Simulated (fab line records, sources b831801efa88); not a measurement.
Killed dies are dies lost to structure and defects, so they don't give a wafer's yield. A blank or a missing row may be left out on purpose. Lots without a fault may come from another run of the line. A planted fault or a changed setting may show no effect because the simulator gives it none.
Problem report in the 8D (eight disciplines) form, filled by code | flow gf180mcu | the parts of the form that need people (team, actions taken, sign-off) are left out

1. THE PROBLEM
DUAL_GATE_OXIDATION_00_THK at GF_DUAL_GATE_THK_MEAS_03 reads a mean of 8.31 nm on 9 wafers of 3 lots; wafers without a fault read 11.01 nm with a standard deviation of 0.2. That is -14 standard deviations from the usual mean.
First seen on wafer L992.3, day 9 01:55, on film_metro-03. The record holds 45 wafers of 15 lots with a number at this step. Rule for "out", or "out of limits": more than 4 standard deviations from the usual mean. The other wafers with a number count as sound.

2. WHAT IT IS AND WHAT IT IS NOT
question                    | is                           | is not
which readings at this step | DUAL_GATE_OXIDATION_00_THK   | -
which lots                  | L992, L993, L996             | L103, L104, L105, L106, L107, L108, L109, L110, L987, L989, L990, L991
which wafers of those lots  | all that have a number       | -
read on which gauges        | film_metro-01, film_metro-03 | film_metro-02
when                        | from day 9 01:55             | up to then (12 sound wafers); but 24 sound wafers of L103, L104, L105, L106, L107, L108, L109, L110 came after

3. SUSPECTS, AND WHAT RULES EACH OUT
Counting: a tool at a process step up to the reading stays a suspect if it ran every lot that is out and no sound lot after the first of them.
- the gauge at GF_DUAL_GATE_THK_MEAS_03: ruled out. The wafers that are out were read on 2 gauges (film_metro-01, film_metro-03).
- furnace-02 at GF_DUAL_GATE_OXIDATION_02 (stabilise 600 s, purge 300 s, target thk 10.887 nm): ruled out as a lasting fault. Sound lots L110 ran on it after its first lot that is out, L992 (day 9 00:26).
Left after counting: nothing in the record.

4. THE CAUSE (what the simulator had put in)
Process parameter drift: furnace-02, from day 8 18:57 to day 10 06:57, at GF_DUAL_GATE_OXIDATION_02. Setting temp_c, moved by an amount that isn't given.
Counting ruled it out, wrongly: the rule takes a fault to strike every lot that its tool runs from its start on, and this one did not.

5. THE CHAIN OF EFFECTS, in route order
Each row: a reading whose mean over the struck wafers that have a number lies more than 3 standard deviations from the usual. Only readings for which the record gives a usual standard deviation are gone through. hours: the time from each lot's start at the first step in this table that gives one to its start at this step, as a median over the lots. sigmas: the change in usual standard deviations.
hours | step                      | reading                    | usual    | on struck wafers | change | sigmas
0     | GF_DUAL_GATE_OXIDATION_02 | spike_tc_bottom_C          | 919.0 C  | 896.2            | -22.8  | -21
0     | GF_DUAL_GATE_OXIDATION_02 | spike_tc_centre_C          | 901.2 C  | 877.5            | -23.7  | -22
0     | GF_DUAL_GATE_OXIDATION_02 | spike_tc_lower_C           | 900.4 C  | 878.0            | -22.4  | -19
0     | GF_DUAL_GATE_OXIDATION_02 | spike_tc_top_C             | 915.2 C  | 894.4            | -20.8  | -8.3
0     | GF_DUAL_GATE_OXIDATION_02 | spike_tc_upper_C           | 899.3 C  | 877.7            | -21.6  | -18
0     | GF_DUAL_GATE_OXIDATION_02 | tube_center_temp_C         | 900 C    | 877              | -23    | -99 or more
0     | GF_DUAL_GATE_OXIDATION_02 | tube_center_temp_C_max     | 902.3    | 879.0            | -23.3  | -68
0     | GF_DUAL_GATE_OXIDATION_02 | zone_power_upper_pct       | 16.27 %  | 15.14            | -1.13  | -3.8
1     | GF_DUAL_GATE_THK_MEAS_03  | DUAL_GATE_OXIDATION_00_THK | 11.01 nm | 8.31             | -2.70  | -14
The process steps in it:
- GF_DUAL_GATE_OXIDATION_02: stabilise 600 s, purge 300 s, target thk 10.887 nm.

6. WHAT WOULD HAVE CAUGHT IT SOONER
In this record the first reading out of limits at a measuring or inspecting step was taken at day 9 01:55, 7 hours after the fault began at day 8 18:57.
The tool's own readings at GF_DUAL_GATE_OXIDATION_02 were out on every struck wafer that the step has a row for (spike_tc_bottom_C, spike_tc_centre_C, spike_tc_lower_C, spike_tc_top_C, spike_tc_upper_C, tube_center_temp_C, tube_center_temp_C_max): an alarm limit on them would have fired on the first of those.
